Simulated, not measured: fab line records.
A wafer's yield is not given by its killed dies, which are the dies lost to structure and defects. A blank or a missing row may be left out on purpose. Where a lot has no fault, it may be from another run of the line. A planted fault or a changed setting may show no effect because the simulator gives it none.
Matching of chambers    flow sfq line    rie diel-03 running SFQ_TRILAYER_I7_VIA_ETCH_VIA_ETCH_190: 4 sister chambers
The step etches SiO2 in CHF3, stops on Nb, target depth 260 nm. 7 wafers are shown with their chamber, then 6 later ones without.

== WAFERS PAIRED WITH THEIR CHAMBERS ==
wafer   chamber  drypump motor current A (A)  oes product au (a.u.)
L126.3  0        6.3                          0.861
L128.5  3        4.9                          0.862
L128.6  2        6.3                          0.857
L133.1  2        6.2                          0.857
L133.6  1        6.4                          0.847
L135.1  0        6.3                          0.850
L135.3  1        6.3                          0.846

== WAFERS MISSING THEIR CHAMBER ==
wafer   drypump motor current A (A)  oes product au (a.u.)
L135.5  6.3                          0.842
L141.1  6.3                          0.848
L141.4  4.9                          0.852
L146.3  6.3                          0.856
L146.4  6.2                          0.860
L146.6  6.3                          0.847

== THE CHAMBER EACH PASSED THROUGH ==
wafer   from the rows above           in truth
L135.5  can't be placed: 1 or 0       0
L141.1  can't be placed: 1 or 0 or 2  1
L141.4  3                             3
L146.3  can't be placed: 0 or 2       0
L146.4  can't be placed: 2 or 0       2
L146.6  can't be placed: 1 or 0 or 2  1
Placed correctly: 1 of 6. Not placeable from these rows: 5 (in 5, the candidates include the true chamber). Wrongly placed: 0.
How it was worked out, from the rows above alone: a wafer's distance from a chamber is the root of the sum, over the readings, of the square of ((its reading less the chamber's mean) divided by the reading's scatter). If the next closest chamber is less than 2 further off than the closest, the wafer can't be placed; otherwise it belongs to the closest. For every chamber, the mean is computed from those of its wafers that are shown. The scatter: the root of (the sum of the squares of (reading less its chamber's mean) over the shown wafers, divided by (wafers less chambers)).
